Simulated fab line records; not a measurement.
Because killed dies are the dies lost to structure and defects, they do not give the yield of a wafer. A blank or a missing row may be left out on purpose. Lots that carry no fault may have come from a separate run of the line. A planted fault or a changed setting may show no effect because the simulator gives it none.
Chamber matching | flow gf180mcu | GF_V4_CMP_04 on cmp-02 has 4 sister chambers
The step polishes SiO2. 14 wafers are shown with their chamber, then 7 later ones without.

EACH WAFER AND ITS CHAMBER
wafer  | chamber | motor-current-A (A) | time-to-endpoint-s (s)
L457.3 | 2       | 14.0                | 82
L457.4 | 3       | 13.5                | 82
L457.5 | 0       | 11.0                | 83
L459.1 | 2       | 13.5                | 78
L459.2 | 3       | 13.3                | 75
L459.4 | 0       | 11.8                | 87
L463.1 | 3       | 13.7                | 75
L463.2 | 0       | 11.9                | 75
L463.4 | 1       | 12.4                | 81
L466.3 | 1       | 11.8                | 75
L466.4 | 2       | 13.4                | 81
L466.6 | 1       | 11.8                | 81
L471.1 | 0       | 11.4                | 83
L471.2 | 3       | 13.7                | 80

SIGNATURES (averages over the wafers above)
reading            | chamber 0 | chamber 1 | chamber 2 | chamber 3 | scatter within a chamber
motor-current-A    | 11.525    | 12.000    | 13.633    | 13.550    | 0.326
time-to-endpoint-s | 82.00     | 79.00     | 80.33     | 78.00     | 3.83
Rule: distance of a wafer from a chamber = root of the sum over the readings of ((wafer's reading minus chamber's mean) / reading's scatter) squared. The wafer belongs to the nearest chamber; if the next one is less than 2 further off, it can't be placed. The scatter is the square root of a quotient: the sum, over the shown wafers, of each reading's squared deviation from its chamber's mean, divided by wafers minus chambers.

WAFERS WITH NO CHAMBER GIVEN
wafer  | motor-current-A (A) | time-to-endpoint-s (s)
L471.5 | 12.1                | 90
L477.2 | 12.8                | 87
L477.3 | 11.7                | 84
L477.5 | 13.8                | 86
L479.2 | 14.5                | 88
L479.5 | 11.8                | 92
L479.6 | 13.7                | 86

WHICH CHAMBER EACH WENT THROUGH
wafer  | from the rows above               | in truth
L471.5 | can't be placed: 0 or 1           | 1
L477.2 | can't be placed: 2 or 1 or 3 or 0 | 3
L477.3 | can't be placed: 0 or 1           | 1
L477.5 | can't be placed: 2 or 3           | 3
L479.2 | can't be placed: 2 or 3           | 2
L479.5 | can't be placed: 0 or 1           | 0
L479.6 | can't be placed: 2 or 3           | 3
Correct placement for 0 of the 7. These rows do not allow placing 7 (true chamber among the candidates in 7). Placed wrongly: 0.
